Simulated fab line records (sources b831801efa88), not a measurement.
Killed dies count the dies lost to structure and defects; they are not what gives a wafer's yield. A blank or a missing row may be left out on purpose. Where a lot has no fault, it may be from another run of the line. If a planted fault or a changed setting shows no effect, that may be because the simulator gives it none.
fab line records	flow sky130
record lots=13	wafers=39	last-day=50
route steps=708 shown NWELL@81 VT_ADJUST_HVTP@92 VT_ADJUST_LVTN@104 SONOS_ONO@170
lots that met no fault: taken from a fault-free run of the same line
start-h: start of the lot's first displayed wafer, in hours after the record's first day	wait-h: hours from the lot's prior step to this one	" as in the row above	L1.1+2: a single row standing in for several wafers	- no value, or no start was given	* or withheld: withheld	< > ~ a bound
route shown NAME@n: a module of which the file shows steps, and the number in the route of the first	usual: average and standard deviation across the fault-free wafers	same: alike in all rows	chamber/n: place in a boat	sites: each site's reading	_std_site: standard deviation across them	_edge_site: outer sites' mean less inner sites'	radius-mm: for every site, how far away it sits from the centre of the wafer	mask NAME#n: copy n	behind: the tool/chamber that last shaped the wafer	hold: why the lot was held/for how many hours/how that ended	device: which transistor (n, p or np) failed to switch	end of line: the route-end tests of the same wafers	a step given without rows: its recipe and nothing more	killed: not the wafer's yield, but the dies lost to structure and defects at the first sort	map: shows each die of a wafer: x if killed, . if not, _ if none is there
set.NAME: the setting the step ran with; set.NAME@STEP: the setting that earlier step ran with	model.NAME: the simulator's own value behind a step, which no gauge read
route steps across a sampled set of lots; one table per step, one row per wafer
services: when a tool's chamber went out of use (start-h, in hours from the record's first day, below 0 if earlier), for how many hours, and the reason
## steps
# step SKY_NWELL_RTA_28
# recipe temp-c=1050	time-s=30	idle-temp-c=650	ramp-up-c-per-s=150	ramp-down-c-per-s=90	ambient=N2
# usual lamp-power-pct=25.30/0.056	wafer_temp_C_max=1054.9/0.95
lot.wafer	tool	chamber	start-h	wait-h	lamp-power-pct	wafer_temp_C_max
L432.1	rtp-anneal-02	0	104.97	0.0	25.26	1053.5
L432.3	"	0	"	"	25.34	1055.7
L432.5	"	0	"	"	25.36	1055.3
L433.2	rtp-anneal-01	0	108.43	0.0	25.25	1055.0
L433.3	"	0	"	"	25.32	1055.7
L433.5	"	0	"	"	25.28	1054.5
L434.2	rtp-anneal-01	0	115.00	0.0	25.31	1053.0
L434.5	"	0	"	"	25.24	1054.6
L434.6	"	0	"	"	25.25	1055.4
L435.1	rtp-anneal-01	0	120.22	0.0	25.32	1054.4
L435.4	"	0	"	"	25.41	1055.3
L435.6	"	0	"	"	25.29	1054.9
L436.1	rtp-anneal-01	0	129.63	0.0	25.31	1055.0
L436.4	"	0	"	"	25.41	1055.8
L436.6	"	0	"	"	25.26	1054.6
L437.2	rtp-anneal-02	0	131.19	0.0	25.36	1056.6
L437.4	"	0	"	"	25.31	1054.9
L437.5	"	0	"	"	25.36	1054.6
L438.2	rtp-anneal-01	0	141.05	0.0	25.36	1053.2
L438.3	"	0	"	"	25.34	1055.3
L438.5	"	0	"	"	25.20	1054.7
L439.1	rtp-anneal-01	0	147.53	0.0	25.24	1056.2
L439.3	"	0	"	"	25.29	1055.7
L439.6	"	0	"	"	25.27	1054.8
L440.1	rtp-anneal-01	0	155.88	0.0	25.29	1054.9
L440.2	"	0	"	"	25.20	1056.0
L440.5	"	0	"	"	25.25	1054.0
L444.2	rtp-anneal-01	0	182.15	0.0	25.29	1055.3
L444.3	"	0	"	"	25.25	1057.1
L444.5	"	0	"	"	25.35	1054.1
L453.1	rtp-anneal-01	0	228.43	0.0	25.29	1054.6
L453.3	"	0	"	"	25.27	1054.7
L453.5	"	0	"	"	25.28	1054.5
L454.1	rtp-anneal-02	0	229.71	0.0	25.32	1054.3
L454.3	"	0	"	"	25.23	1054.4
L454.4	"	0	"	"	25.29	1054.3
L455.2	rtp-anneal-01	0	240.84	0.0	25.30	1053.8
L455.4	"	0	"	"	25.31	1054.6
L455.5	"	0	"	"	25.29	1055.1
# step SKY_VT_ADJUST_HVTP_CD_MEAS_07
# recipe target-cd-nm=380
# usual cd-nm=379.8/2.3
lot.wafer	tool	chamber	start-h	wait-h	cd-nm
L432.1	cd-sem-02	-	122.73	0.1	378.5
L432.3	"	-	"	"	379.7
L432.5	"	-	"	"	377.3
L433.2	cd-sem-02	-	127.54	0.1	377.2
L433.3	"	-	"	"	377.1
L433.5	"	-	"	"	377.0
L434.2	cd-sem-02	-	133.55	0.1	377.0
L434.5	"	-	"	"	375.4
L434.6	"	-	"	"	377.0
L435.1	cd-sem-01	-	139.73	0.1	377.2
L435.4	"	-	"	"	378.4
L435.6	"	-	"	"	377.0
L436.1	cd-sem-02	-	148.82	0.1	377.9
L436.4	"	-	"	"	379.7
L436.6	"	-	"	"	377.4
L437.2	cd-sem-02	-	151.25	0.1	375.9
L437.4	"	-	"	"	378.7
L437.5	"	-	"	"	377.6
L438.2	cd-sem-01	-	161.14	0.1	381.5
L438.3	"	-	"	"	381.1
L438.5	"	-	"	"	379.7
L439.1	cd-sem-02	-	167.73	0.1	381.5
L439.3	"	-	"	"	383.4
L439.6	"	-	"	"	380.8
L440.1	cd-sem-01	-	175.97	0.1	379.2
L440.2	"	-	"	"	378.8
L440.5	"	-	"	"	381.5
L444.2	cd-sem-02	-	201.99	0.1	383.1
L444.3	"	-	"	"	383.2
L444.5	"	-	"	"	384.4
L453.1	cd-sem-02	-	250.68	0.1	378.9
L453.3	"	-	"	"	381.5
L453.5	"	-	"	"	376.7
L454.1	cd-sem-02	-	251.47	0.1	383.3
L454.3	"	-	"	"	382.2
L454.4	"	-	"	"	382.6
L455.2	cd-sem-02	-	262.75	0.1	377.2
L455.4	"	-	"	"	379.3
L455.5	"	-	"	"	381.2
# step SKY_VT_ADJUST_LVTN_OVL_MEAS_07
# usual VT_ADJUST_LVTN_OVL=-0.3/1.2
lot.wafer	tool	chamber	start-h	wait-h	VT_ADJUST_LVTN_OVL[nm]
L432.1	overlay-02	-	142.97	-	-2.5
L432.3	"	-	"	"	-2.5
L432.5	"	-	"	"	-1.3
L433.2	overlay-01	-	146.28	-	1.3
L433.3	"	-	"	"	-2.1
L433.5	"	-	"	"	-1.5
L434.2	overlay-01	-	153.38	-	-1.2
L434.5	"	-	"	"	-1.3
L434.6	"	-	"	"	-2.2
L435.1	overlay-01	-	160.13	-	-0.3
L435.4	"	-	"	"	-0.9
L435.6	"	-	"	"	-2.3
L436.1	overlay-02	-	168.83	-	-0.6
L436.4	"	-	"	"	-1.4
L436.6	"	-	"	"	-2.4
L437.2	overlay-02	-	180.01	-	-1.2
L437.4	"	-	"	"	-0.3
L437.5	"	-	"	"	2.2
L438.2	overlay-02	-	181.83	-	-0.8
L438.3	"	-	"	"	0.7
L438.5	"	-	"	"	2.0
L439.1	overlay-01	-	185.68	-	-0.3
L439.3	"	-	"	"	0.2
L439.6	"	-	"	"	0.1
L440.1	overlay-02	-	200.37	-	1.2
L440.2	"	-	"	"	-0.5
L440.5	"	-	"	"	1.6
L444.2	overlay-02	-	223.78	-	0.6
L444.3	"	-	"	"	1.8
L444.5	"	-	"	"	-0.6
L453.1	overlay-01	-	273.58	-	0.6
L453.3	"	-	"	"	-1.8
L453.5	"	-	"	"	-1.2
L454.1	overlay-01	-	274.82	-	-0.5
L454.3	"	-	"	"	-1.4
L454.4	"	-	"	"	1.3
L455.2	overlay-01	-	286.28	-	-1.5
L455.4	"	-	"	"	-1.9
L455.5	"	-	"	"	0.3
# step SKY_SONOS_ONO_CVD_02
# recipe material=Si3N4	precursor=DCS/NH3	target-thk-nm=10.5	temp-c=770	time-s=180	pressure-mtorr=250
lot.wafer	tool	chamber	start-h	wait-h
L432.1+3+5	lpcvd-02	1	254.21	0.1
L433.2+3+5	lpcvd-02	1	254.21	0.0
L434.2+5+6	lpcvd-02	1	270.77	0.7
L435.1+4+6	lpcvd-02	0	270.77	0.7
L436.1+4+6	lpcvd-02	0	279.15	0.1
L437.2+4+5	lpcvd-02	1	289.43	0.0
L438.2+3+5	lpcvd-02	1	296.07	0.0
L439.1+3+6	lpcvd-02	0	302.52	0.1
L440.1+2+5	lpcvd-02	0	321.20	3.5
L444.2+3+5	lpcvd-02	0	345.23	0.0
L453.1+3+5	lpcvd-02	0	413.95	0.1
L454.1+3+4	lpcvd-02	0	425.81	2.0
L455.2+4+5	lpcvd-02	1	431.15	0.5
# step SKY_SONOS_ONO_THK_MEAS_03
# recipe reads=Si3N4_of_SONOS_ONO_CVD_02
# usual SONOS_ONO_CVD_02_THK=10.55/0.17
lot.wafer	tool	chamber	start-h	wait-h	SONOS_ONO_CVD_02_THK[nm]
L432.1	film-metro-02	-	255.26	0.0	10.51
L432.3	"	-	"	"	10.43
L432.5	"	-	"	"	10.46
L433.2	film-metro-01	-	255.28	0.0	10.40
L433.3	"	-	"	"	10.38
L433.5	"	-	"	"	10.39
L435.1	film-metro-01	-	271.82	0.0	10.56
L435.4	"	-	"	"	10.64
L435.6	"	-	"	"	10.69
L434.2	film-metro-04	-	271.83	0.0	10.44
L434.5	"	-	"	"	10.44
L434.6	"	-	"	"	10.41
L436.1	film-metro-01	-	280.20	0.0	10.56
L436.4	"	-	"	"	10.71
L436.6	"	-	"	"	10.59
L437.2	film-metro-04	-	290.49	0.0	10.60
L437.4	"	-	"	"	10.60
L437.5	"	-	"	"	10.64
L438.2	film-metro-02	-	297.13	0.0	10.57
L438.3	"	-	"	"	10.58
L438.5	"	-	"	"	10.42
L439.1	film-metro-01	-	303.57	0.0	10.57
L439.3	"	-	"	"	10.40
L439.6	"	-	"	"	10.43
L440.1	film-metro-02	-	322.25	0.0	10.81
L440.2	"	-	"	"	10.52
L440.5	"	-	"	"	10.63
L444.2	film-metro-01	-	346.29	0.0	13.50
L444.3	"	-	"	"	13.46
L444.5	"	-	"	"	13.48
L453.1	film-metro-01	-	415.00	0.0	10.10
L453.3	"	-	"	"	10.13
L453.5	"	-	"	"	10.21
L454.1	film-metro-04	-	426.86	0.0	10.64
L454.3	"	-	"	"	10.62
L454.4	"	-	"	"	10.59
L455.2	film-metro-01	-	432.21	0.0	10.59
L455.4	"	-	"	"	10.60
L455.5	"	-	"	"	10.53
## services
tool	chamber	start-h	hours	kind
lpcvd-02	-	319.75	1.4	repair
rtp-anneal-01	-	365.86	3.5	pm
lpcvd-02	-	417.25	6.0	pm
rtp-anneal-01	-	428.03	1.2	pm
## key
first-sign step=SKY_SONOS_ONO_THK_MEAS_03	reading=SONOS_ONO_CVD_02_THK	direction=up	sigmas=17	usual=10.55	struck=13.48
effect none on later readings
met-at SKY_SONOS_ONO_CVD_02
struck-lots L444
struck-wafers L444.2,L444.3,L444.5
tester-left-out L444
not-acting-at SKY_NWELL_RTA_28,SKY_VT_ADJUST_HVTP_CD_MEAS_07,SKY_VT_ADJUST_LVTN_OVL_MEAS_07
onset-between 321.20 345.23
fault kind=process-parameter-drift	tool=lpcvd-02	chamber=0	onset-h=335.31	steps=SKY_SONOS_ONO_CVD_02	channel=target-thk-nm	offset=2.5781	shape=step	end-h=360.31	acts-in=these-recipes-only	stated=10.5
# tester-left-out: of these lots the tester's yield and bins aren't shown, on N5 and GAA mostly nor the transistor test; their killed dies are dies lost to structure and defects alone, not to doping, threshold or leakage, so they don't give the yield
